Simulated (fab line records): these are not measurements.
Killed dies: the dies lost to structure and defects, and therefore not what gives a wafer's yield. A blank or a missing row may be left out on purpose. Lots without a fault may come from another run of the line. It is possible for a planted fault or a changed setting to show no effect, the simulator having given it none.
Struck lot and sound lot, side by side | flow sky130 | 15 out of 708 route steps
Sound: wafers L966.2, L966.3, L966.5. Wafers L977.2, L977.4, L977.6 were the ones struck. The cause is named last.
Per side, at each step with rows, come the tool, then ch with its chambers, and then its first start. Under that, the readings that differ: sound wafers | struck wafers | difference of the means | sigmas: that difference in standard deviations of wafers without a fault.
alike: a reading whose means differ by less than 2 such deviations, as well as words and numbers matching on both sides. not compared: withheld readings; readings where some wafer has no value; bounds like >300 that might hide an equal value; numbers whose values overlap and for which the record gives no deviation.
Wherever a step has rows on one side only, a row that says differs or no value, or a row with sigmas, the two part there. Numbers that have no deviation but don't overlap get no sigmas and don't part them. Lack of a reading on every wafer of one side parts them only where that side has two or more wafers.

SKY_METAL1_STRIP_20: strips in O2/N2.
  sound on plasma-asher-02 ch 0,1, day 37 01:26; struck on plasma-asher-02 ch 1, day 37 22:18
  alike: drypump-motor-current-A, oes-product-au, strip-time-to-endpoint-s
  not compared: rf-hours-counter-h
then, 4 steps without rows for these wafers: SKY_METAL1_STRIP_21 (strips in post etch residue remover, time 1200 s); SKY_METAL1_CLEAN_22 (cleans in IPA, time 180 s); SKY_METAL1_CLEAN_23 (cleans in O3/DIW); SKY_VIA1_HDPCVD_00 (deposits SiO2, target thk 1030 nm, time 171.7 s).
SKY_VIA1_THK_MEAS_01:
  sound: film-metro-01 at day 37 02:08; struck: film-metro-01 at day 37 23:01
  alike: VIA1_HDPCVD_THK
SKY_VIA1_CMP_02: polishes SiO2.
  sound on cmp-01 ch 0,1,2, day 37 02:17; struck on cmp-02 ch 0,2, day 37 23:07
  alike: motor-current-A, platen-rpm
SKY_VIA1_BOW_MEAS_03:
  sound: film-metro-04 at day 37 02:31; struck: film-metro-03 at day 37 23:23
  alike: VIA1_BOW
then, 4 steps without rows for these wafers: SKY_VIA1_DEHYDRATE_04 (time 60 s); SKY_VIA1_HMDS_05 (prime time 60 s); SKY_VIA1_COAT_06 (resist thk 60 nm); SKY_VIA1_COAT_07 (resist thk 450 nm).
SKY_VIA1_SOFTBAKE_08: time 90 s.
  sound on litho-track-01 ch 0, day 37 14:00; struck on litho-track-01 ch 0, day 38 11:00
  reading                  | sound                | struck               | difference                    | sigmas
  heater-power-total-W (W) | 57.22 57.19 57.25    | 59.41 59.39 59.41    | +2.18                         | +18
  plate-temp-C (C)         | 100.00 99.82 100.01  | - - -                | no value on the struck wafers |
  run-length-s (s)         | 119.08 119.07 119.08 | 110.13 110.17 110.07 | -8.95                         | -69
then, 1 step without rows for these wafers: SKY_VIA1_EXPOSE_09 (exposes mask VIM, target cd 150 nm).
-- the record jumps here: 11 days lie between the struck wafers' starts before and after (it left off in module VIA1 and takes up again in module PAD_OPEN, whose first step shown is number 708 of the route) --
SKY_PAD_OPEN_PROBE_99:
  sound: prober-01 at day 49 00:40; struck: prober-02 at day 49 17:57
  alike: defect-limited-yield, killed_at_M0_to_M3, killed_at_M4_up, killed-at-contacts, killed-at-front-end, killed-at-other, killed-dies, killed-open, killed-short

== WHERE THEY PART ==
SKY_VIA1_SOFTBAKE_08 only, going by this record. Later steps at which nothing parts them and some readings are alike: SKY_PAD_OPEN_PROBE_99.

WHY: the cause the simulator had injected
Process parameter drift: litho-track-01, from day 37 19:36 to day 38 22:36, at SKY_VIA1_SOFTBAKE_08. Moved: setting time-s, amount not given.
